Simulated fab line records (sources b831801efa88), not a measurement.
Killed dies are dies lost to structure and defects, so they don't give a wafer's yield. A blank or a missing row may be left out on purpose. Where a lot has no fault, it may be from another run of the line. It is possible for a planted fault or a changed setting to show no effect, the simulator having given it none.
Comparing a struck lot with a sound one	flow sky130	15 steps out of a route of 708
Sound: these wafers, L847.1, L847.2, L847.3. Struck: wafers L854.3, L854.5 (left out: L854.1, a lot-mate that was not struck); the cause follows at the end.
For every step that has rows: the tool of each side, followed by ch and its chambers, followed by its first start. Under that, the readings that differ: sound wafers	struck wafers	difference of the means	sigmas: that difference in standard deviations of wafers without a fault.
alike: same words and numbers on both sides, and readings whose means sit less than 2 such deviations apart. not compared: any withheld reading, any reading some wafer has no value for, any bound like >300 that may hide the same value, and any number with overlapping values for which the record gives no deviation.
The two part at a step that has a row with sigmas, a row that says differs or no value, or rows on one side only. Non-overlapping numbers with no deviation appear without sigmas and do not part them. A reading missing from all wafers of one side parts the sides only when that side holds two or more wafers.

SKY_VIA3_OVL_MEAS_13:
  struck on overlay-01, day 44 08:25; sound on overlay-01, day 42 18:44
  alike: VIA3_OVL
SKY_VIA3_ETCH_14: etches BARC in N2/H2, stops on SiO2, time 45.9 s, target depth 60 nm.
  sound on rie-diel-01 ch 0,1,2, day 42 18:46; struck on rie-diel-01 ch 1,3, day 44 08:26
  alike: drypump-motor-current-A, oes-product-au, throttle-valve-pct
  not compared: rf-hours-counter-h
then, 1 step without rows for these wafers: SKY_VIA3_ETCH_15 (etches SiO2 in C4F8/O2/Ar, stops on TiN, target depth 507 nm, time 78 s).
SKY_VIA3_STRIP_16: strips in O2/N2.
  sound on plasma-asher-04 ch 0,1, day 42 18:52; struck on plasma-asher-03 ch 1, day 44 08:32
  alike: drypump-motor-current-A, o2-flow-sccm, oes-product-au, strip-time-to-endpoint-s
  not compared: rf-hours-counter-h
then, 3 steps without rows for these wafers: SKY_VIA3_STRIP_17 (strips in post etch residue remover, time 1200 s); SKY_VIA3_CLEAN_18 (cleans in IPA, time 180 s); SKY_VIA3_CLEAN_19 (cleans in O3/DIW).
SKY_VIA3_SPUTTER_20: material TiN, target thk 20 nm, time 80 s.
  struck on pvd-sputter-02, day 44 09:08; sound on pvd-sputter-02, day 42 19:31
  alike: throttle-valve-pct
then, 1 step without rows for these wafers: SKY_VIA3_CVD_21 (deposits W, target thk 390 nm, time 117.31 s).
SKY_VIA3_RS_MEAS_22: a four-point-probe measurement.
  struck on film-metro-02, day 44 09:19; sound on film-metro-01, day 42 19:41
  alike: VIA3_W_RS
SKY_VIA3_THK_MEAS_23: measures by xrf.
  struck on film-metro-02, day 44 09:26; sound on film-metro-01, day 42 19:49
  alike: VIA3_W_THK
SKY_VIA3_CMP_24: polishes, stops on SiO2, t overpolish 20 s, target thk 0 nm.
  sound on cmp-01 ch 1,2,3, day 42 19:55; struck on cmp-02 ch 0,3, day 44 09:33
  alike: motor-current-A, overpolish-run-s, retaining-ring-pressure-frac, slurry-flow-ml-min, time-to-endpoint-s
SKY_METAL4_SPUTTER_00: material Ti, target thk 15 nm, time 10 s.
  struck on pvd-sputter-03, day 44 09:48; sound on pvd-sputter-04, day 42 20:10
reading	sound	struck	difference	sigmas
throttle-valve-pct (%)	28.5 29.7 29.7	30.7 32.1	+2.1	+2
model.Ti_of_METAL4_SPUTTER_00.thk-nm (nm)	15.24 15.25 15.35	13.56 13.44	-1.78	
SKY_METAL4_SPUTTER_01: material TiN, target thk 20 nm, time 16.7 s.
  struck on pvd-sputter-03, day 44 09:50; sound on pvd-sputter-04, day 42 20:12
reading	sound	struck	difference	sigmas
throttle-valve-pct (%)	28.3 29.7 30.0	30.7 31.8	+1.9	+2
after that, 1 step had no rows for these wafers: SKY_PAD_OPEN_PROBE_99.

== WHERE THEY PART ==
At SKY_METAL4_SPUTTER_00 first; at SKY_METAL4_SPUTTER_01 last (within this record only).

WHY: whatever the simulator had introduced
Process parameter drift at SKY_METAL4_SPUTTER_00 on pvd-sputter-03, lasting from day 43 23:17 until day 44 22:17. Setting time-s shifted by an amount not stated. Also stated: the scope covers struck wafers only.
